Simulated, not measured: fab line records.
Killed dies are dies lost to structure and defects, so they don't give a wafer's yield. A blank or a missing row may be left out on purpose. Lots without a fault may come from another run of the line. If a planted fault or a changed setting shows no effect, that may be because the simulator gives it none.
Struck lot and sound lot, side by side -- flow sky130 -- 14 out of 708 route steps
Sound: the wafers L580.1, L580.2, L580.5. Wafers struck: L596.1, L596.3, L596.5. At the end, the cause is stated.
Each step with rows lists, per side, the tool, then ch with its chambers, then its first start. Under that, the readings that differ: sound wafers -- struck wafers -- difference of the means -- sigmas: that difference in standard deviations of wafers without a fault.
alike: readings with means less than 2 such deviations apart, plus words and numbers identical on both sides. not compared: withheld readings, readings lacking a value on some wafer, bounds such as >300 that could conceal the same value, and numbers that have no deviation in the record and whose values overlap.
A row with sigmas, a row that says differs or no value, or rows on one side alone: a step with any of these is where the two part. Numbers that don't overlap but have no deviation are shown without sigmas and don't part them. A reading missing from all wafers of one side parts the sides only when that side holds two or more wafers.

first, 1 step without rows for these wafers: SKY_CAPM_DEVELOP_11 (develop time 60 s).
SKY_CAPM_OVL_MEAS_12:
  sound: overlay-01 at day 38 03:29; struck: overlay-01 at day 42 14:29
  alike: CAPM_OVL
SKY_CAPM_METAL_ETCH_13: etches TiN in Cl2/BCl3, stops on SiO2, target depth 220 nm, time 62.9 s.
  sound on rie-metal-01 ch 0,1, day 38 03:31; struck on rie-metal-04 ch 0,1, day 42 14:32
reading,sound,struck,difference,sigmas
drypump-motor-current-A (A),4.9 5.7 4.9,6.5 6.5 6.0,+1.2,+3
  alike: oes-product-au, throttle-valve-pct
  not compared: rf-hours-counter-h
SKY_CAPM_STRIP_14: strips in O2/N2.
  sound on plasma-asher-02 ch 0,1, day 38 03:36; struck on plasma-asher-02 ch 0,1, day 42 14:36
  alike: drypump-motor-current-A, oes-product-au, strip-time-to-endpoint-s
  not compared: rf-hours-counter-h
then, 8 steps without rows for these wafers: SKY_CAPM_STRIP_15 (strips in post etch residue remover, time 1200 s); SKY_CAPM_CLEAN_16 (cleans in IPA, time 180 s); SKY_CAPM_CLEAN_17 (cleans in O3/DIW); SKY_METAL3_DEHYDRATE_05 (time 60 s); SKY_METAL3_HMDS_06 (prime time 60 s); SKY_METAL3_COAT_07 (resist thk 60 nm); SKY_METAL3_COAT_08 (resist thk 1140 nm); SKY_METAL3_SOFTBAKE_09 (time 90 s).
SKY_METAL3_EXPOSE_10: exposes mask MM3, target cd 300 nm.
  sound on krf-scanner-02 ch 0, day 38 17:34; struck on krf-scanner-02, day 43 03:32
  no value came back on the struck wafers for exposure-dose-mJ-cm2, focus-offset-nm (nm), sigma-outer; on the sound wafers exposure-dose-mJ-cm2 reads 28.0 27.9 28.0
  alike: mask
after that, 1 step had no rows for these wafers: SKY_METAL3_PEB_11.

WHERE THEY PART
Last at SKY_METAL3_EXPOSE_10 as far as this record goes, first at SKY_CAPM_METAL_ETCH_13.

WHY: whatever the simulator had introduced
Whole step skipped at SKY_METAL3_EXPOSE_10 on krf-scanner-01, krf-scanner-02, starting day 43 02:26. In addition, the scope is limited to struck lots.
